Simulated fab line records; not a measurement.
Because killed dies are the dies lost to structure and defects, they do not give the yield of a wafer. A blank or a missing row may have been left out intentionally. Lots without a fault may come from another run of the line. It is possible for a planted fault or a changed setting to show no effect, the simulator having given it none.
Chamber matching -- flow gf180mcu -- GF_V4_CVD_02 on pecvd-01 has 3 sister chambers
The step deposits SiO2 from TEOS, target thk 850 nm, time 94.851 s. 24 wafers are shown with their chamber, then 12 later ones without.

## WAFERS WITH THEIR CHAMBER
wafer,chamber,heater-power-w (W)
L075.2,0,551
L075.4,1,626
L075.6,2,627
L076.2,2,610
L076.4,2,626
L076.6,1,614
L077.1,0,530
L077.2,2,539
L077.3,1,534
L077.4,1,576
L077.5,0,552
L077.6,2,601
L081.1,2,630
L081.2,1,556
L081.3,0,481
L081.4,2,489
L081.5,1,608
L081.6,0,532
L082.1,0,489
L082.3,1,647
L082.5,1,507
L083.2,2,602
L083.4,1,510
L083.5,2,626

SIGNATURES (averages over the wafers above)
reading,chamber 0,chamber 1,chamber 2,scatter within a chamber
heater-power-w,522.50,575.33,594.44,46.2
Rule: a wafer's distance from a chamber is the root of the sum, over the readings, of the square of ((its reading less the chamber's mean) divided by the reading's scatter). If the next closest chamber is less than 2 further off than the closest, the wafer can't be placed; otherwise it belongs to the closest. The scatter is the square root of a quotient: the sum, over the shown wafers, of each reading's squared deviation from its chamber's mean, divided by wafers minus chambers.

## WAFERS MISSING THEIR CHAMBER
wafer,heater-power-w (W)
L085.1,450
L085.3,557
L085.6,609
L090.2,642
L090.3,526
L090.4,557
L093.1,654
L093.2,524
L093.5,497
L096.3,529
L096.4,435
L096.5,565

## EACH ONE'S CHAMBER
wafer,from the rows above,in truth
L085.1,can't be placed: 0 or 1 or 2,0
L085.3,can't be placed: 1 or 0 or 2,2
L085.6,can't be placed: 2 or 1 or 0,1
L090.2,can't be placed: 2 or 1 or 0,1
L090.3,can't be placed: 0 or 1 or 2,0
L090.4,can't be placed: 1 or 0 or 2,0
L093.1,can't be placed: 2 or 1 or 0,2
L093.2,can't be placed: 0 or 1 or 2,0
L093.5,can't be placed: 0 or 1 or 2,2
L096.3,can't be placed: 0 or 1 or 2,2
L096.4,can't be placed: 0 or 1 or 2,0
L096.5,can't be placed: 1 or 2 or 0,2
Correct placement for 0 of the 12. Can't be placed from these rows: 12 (the true chamber is among the candidates in 12). Wrongly placed: 0.
